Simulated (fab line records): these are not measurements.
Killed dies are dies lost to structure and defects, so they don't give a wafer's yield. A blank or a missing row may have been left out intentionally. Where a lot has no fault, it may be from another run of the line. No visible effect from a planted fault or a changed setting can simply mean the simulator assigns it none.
Which tool was responsible? / flow gf180mcu / 14 lots with 42 wafers sampled at 4 steps, on a route of 602 steps

WHAT EACH GAUGE READ, for each wafer
GF_V4_RS_MEAS_24: a four-point-probe measurement.
lot=L842; measured=day 24 10:52; on=film-metro-02; V4_W_RS (ohm/sq)=0.337 0.333 0.325
lot=L843; measured=day 24 23:55; on=film-metro-01; V4_W_RS (ohm/sq)=0.320 0.331 0.321
lot=L850; measured=day 27 05:19; on=film-metro-02; V4_W_RS (ohm/sq)=0.328 0.320 0.326
lot=L851; measured=day 27 10:22; on=film-metro-02; V4_W_RS (ohm/sq)=0.320 0.330 0.332
lot=L854; measured=day 28 13:43; on=film-metro-01; V4_W_RS (ohm/sq)=0.327 0.320 0.326
lot=L855; measured=day 28 19:16; on=film-metro-04; V4_W_RS (ohm/sq)=0.322 0.320 0.331
lot=L857; measured=day 29 07:40; on=film-metro-04; V4_W_RS (ohm/sq)=0.331 0.327 0.332
lot=L858; measured=day 29 13:55; on=film-metro-02; V4_W_RS (ohm/sq)=0.323 0.328 0.328
lot=L859; measured=day 29 21:56; on=film-metro-04; V4_W_RS (ohm/sq)=0.318 0.321 0.330
lot=L860; measured=day 30 03:09; on=film-metro-04; V4_W_RS (ohm/sq)=0.321 0.320 0.322
lot=L862; measured=day 30 18:04; on=film-metro-04; V4_W_RS (ohm/sq)=0.327 0.325 0.326
lot=L863; measured=day 31 00:52; on=film-metro-01; V4_W_RS (ohm/sq)=0.323 0.330 0.320
lot=L864; measured=day 31 02:05; on=film-metro-01; V4_W_RS (ohm/sq)=0.331 0.332 0.319
lot=L865; measured=day 31 09:37; on=film-metro-02; V4_W_RS (ohm/sq)=0.328 0.322 0.324

GF_MIM_THK_MEAS_06.
lot=L842; measured=day 24 11:34; on=film-metro-03; MIM_CVD_05_THK (nm)=41.6 42.0 42.4
lot=L843; measured=day 25 00:38; on=film-metro-03; MIM_CVD_05_THK (nm)=40.2 41.5 42.1
lot=L850; measured=day 27 06:01; on=film-metro-01; MIM_CVD_05_THK (nm)=41.8 42.8 42.6
lot=L851; measured=day 27 11:14; on=film-metro-02; MIM_CVD_05_THK (nm)=42.7 42.0 43.1
lot=L854; measured=day 28 14:26; on=film-metro-01; MIM_CVD_05_THK (nm)=41.7 42.6 41.9
lot=L855; measured=day 28 19:59; on=film-metro-03; MIM_CVD_05_THK (nm)=40.7 41.3 42.0
lot=L857; measured=day 29 08:24; on=film-metro-03; MIM_CVD_05_THK (nm)=41.1 40.8 42.2
lot=L858; measured=day 29 14:38; on=film-metro-02; MIM_CVD_05_THK (nm)=41.7 42.2 41.9
lot=L859; measured=day 29 22:38; on=film-metro-03; MIM_CVD_05_THK (nm)=42.1 42.5 41.6
lot=L860; measured=day 30 03:52; on=film-metro-03; MIM_CVD_05_THK (nm)=41.2 41.7 41.4
lot=L862; measured=day 30 18:46; on=film-metro-03; MIM_CVD_05_THK (nm)=41.2 42.4 42.1
lot=L863; measured=day 31 01:35; on=film-metro-02; MIM_CVD_05_THK (nm)=42.5 41.7 42.5
lot=L864; measured=day 31 02:49; on=film-metro-03; MIM_CVD_05_THK (nm)=41.6 41.3 43.1
lot=L865; measured=day 31 10:20; on=film-metro-03; MIM_CVD_05_THK (nm)=41.9 42.1 42.1

GF_M5_CD_MEAS_07: the cd target is 280 nm.
lot=L842; measured=day 26 07:01; on=cd-sem-01; cd-nm (nm)=280.9 279.6 280.7
lot=L843; measured=day 26 19:11; on=cd-sem-02; cd-nm (nm)=278.4 278.0 278.0
lot=L850; measured=day 28 21:38; on=cd-sem-01; cd-nm (nm)=278.3 278.3 277.4
lot=L851; measured=day 29 03:26; on=cd-sem-02; cd-nm (nm)=280.4 281.2 282.3
lot=L854; measured=day 30 04:44; on=cd-sem-02; cd-nm (nm)=279.0 279.2 279.6
lot=L855; measured=day 30 09:59; on=cd-sem-01; cd-nm (nm)=280.7 280.2 281.2
lot=L857; measured=day 30 21:49; on=cd-sem-01; cd-nm (nm)=280.6 280.1 280.3
lot=L858; measured=day 31 03:40; on=cd-sem-02; cd-nm (nm)=281.7 281.7 280.0
lot=L859; measured=day 31 11:21; on=cd-sem-01; cd-nm (nm)=279.7 279.1 279.3
lot=L860; measured=day 31 15:56; on=cd-sem-01; cd-nm (nm)=279.3 278.5 278.7
lot=L862; measured=day 32 05:51; on=cd-sem-02; cd-nm (nm)=281.8 281.9 282.6
lot=L863; measured=day 32 11:38; on=cd-sem-02; cd-nm (nm)=280.1 279.5 280.8
lot=L864; measured=day 32 13:14; on=cd-sem-02; cd-nm (nm)=280.0 280.4 280.2
lot=L865; measured=day 32 19:52; on=cd-sem-02; cd-nm (nm)=279.7 279.9 280.7

EACH LOT AND THE TOOL THAT RAN IT (in order: tool; ch and the chambers of the sampled wafers; start)
lot=L842; GF_M5_SOFTBAKE_03=litho-track-04 ch 0, day 25 20:35
lot=L843; GF_M5_SOFTBAKE_03=litho-track-01 ch 0, day 26 08:25
lot=L850; GF_M5_SOFTBAKE_03=litho-track-03 ch 0, day 28 11:46
lot=L851; GF_M5_SOFTBAKE_03=litho-track-03 ch 0, day 28 17:32
lot=L854; GF_M5_SOFTBAKE_03=litho-track-04 ch 0, day 29 19:41
lot=L855; GF_M5_SOFTBAKE_03=litho-track-04 ch 0, day 30 01:05
lot=L857; GF_M5_SOFTBAKE_03=litho-track-04 ch 0, day 30 12:56
lot=L858; GF_M5_SOFTBAKE_03=litho-track-01 ch 0, day 30 18:24
lot=L859; GF_M5_SOFTBAKE_03=litho-track-01 ch 0, day 31 02:39
lot=L860; GF_M5_SOFTBAKE_03=litho-track-01 ch 0, day 31 07:09
lot=L862; GF_M5_SOFTBAKE_03=litho-track-04 ch 0, day 31 21:02
lot=L863; GF_M5_SOFTBAKE_03=litho-track-03 ch 0, day 32 02:53
lot=L864; GF_M5_SOFTBAKE_03=litho-track-03 ch 0, day 32 04:40
lot=L865; GF_M5_SOFTBAKE_03=litho-track-04 ch 0, day 32 11:25
- GF_M5_SOFTBAKE_03: time 60 s.

AS READ BY THE TOOLS THEMSELVES (means over the sampled wafers that have a number; for cases with no such wafer, the mark the record gives instead)
GF_M5_SOFTBAKE_03.
lot=L842; tool=litho-track-04; heater-power-total-W (W)=93.09; run-length-s (s)=89.34
lot=L843; tool=litho-track-01; heater-power-total-W (W)=93.04; run-length-s (s)=88.77
lot=L850; tool=litho-track-03; heater-power-total-W (W)=94.63; run-length-s (s)=86.16
lot=L851; tool=litho-track-03; heater-power-total-W (W)=94.65; run-length-s (s)=86.26
lot=L854; tool=litho-track-04; heater-power-total-W (W)=93.06; run-length-s (s)=89.38
lot=L855; tool=litho-track-04; heater-power-total-W (W)=93.03; run-length-s (s)=89.44
lot=L857; tool=litho-track-04; heater-power-total-W (W)=93.12; run-length-s (s)=89.44
lot=L858; tool=litho-track-01; heater-power-total-W (W)=93.07; run-length-s (s)=88.96
lot=L859; tool=litho-track-01; heater-power-total-W (W)=93.05; run-length-s (s)=88.68
lot=L860; tool=litho-track-01; heater-power-total-W (W)=93.07; run-length-s (s)=88.73
lot=L862; tool=litho-track-04; heater-power-total-W (W)=93.03; run-length-s (s)=89.34
lot=L863; tool=litho-track-03; heater-power-total-W (W)=93.08; run-length-s (s)=89.04
lot=L864; tool=litho-track-03; heater-power-total-W (W)=93.01; run-length-s (s)=88.98
lot=L865; tool=litho-track-04; heater-power-total-W (W)=93.08; run-length-s (s)=89.38

THE ANSWER, worked out from the rows above alone
Rule: what is usual is taken from the lots themselves. Put in order of their means at a reading, lots are off if they are a third of the lots or fewer, leave a main group of 4 or more, and stand apart from it by a gap of 3 or more times the standard deviation of the main group's means; of several such gaps the widest counts. The tables above print the reading to a certain number of digits; a main group whose means all agree to those digits is not used. Also off: a lot with no number at a reading for which 4 or more lots have one. The other lots that the step has rows for count as sound. The gauges are gone through in route order, then the tools' own readings, and for those a lot's mean is taken as printed above. The first step at which some lot is off is used, and at that step the reading that is off furthest; a lot without a number counts as furthest.
Off: L850, L851, at GF_M5_SOFTBAKE_03 (heater-power-total-W). For the main group the mean is 93.06 W and the standard deviation 0.029.
If a tool, at that step or one of the process steps before it, ran each lot that is off and ran no sound lot following the first of them, it fits. No candidate that was tried fits.

WHAT HAD BEEN PUT IN BY THE SIMULATOR
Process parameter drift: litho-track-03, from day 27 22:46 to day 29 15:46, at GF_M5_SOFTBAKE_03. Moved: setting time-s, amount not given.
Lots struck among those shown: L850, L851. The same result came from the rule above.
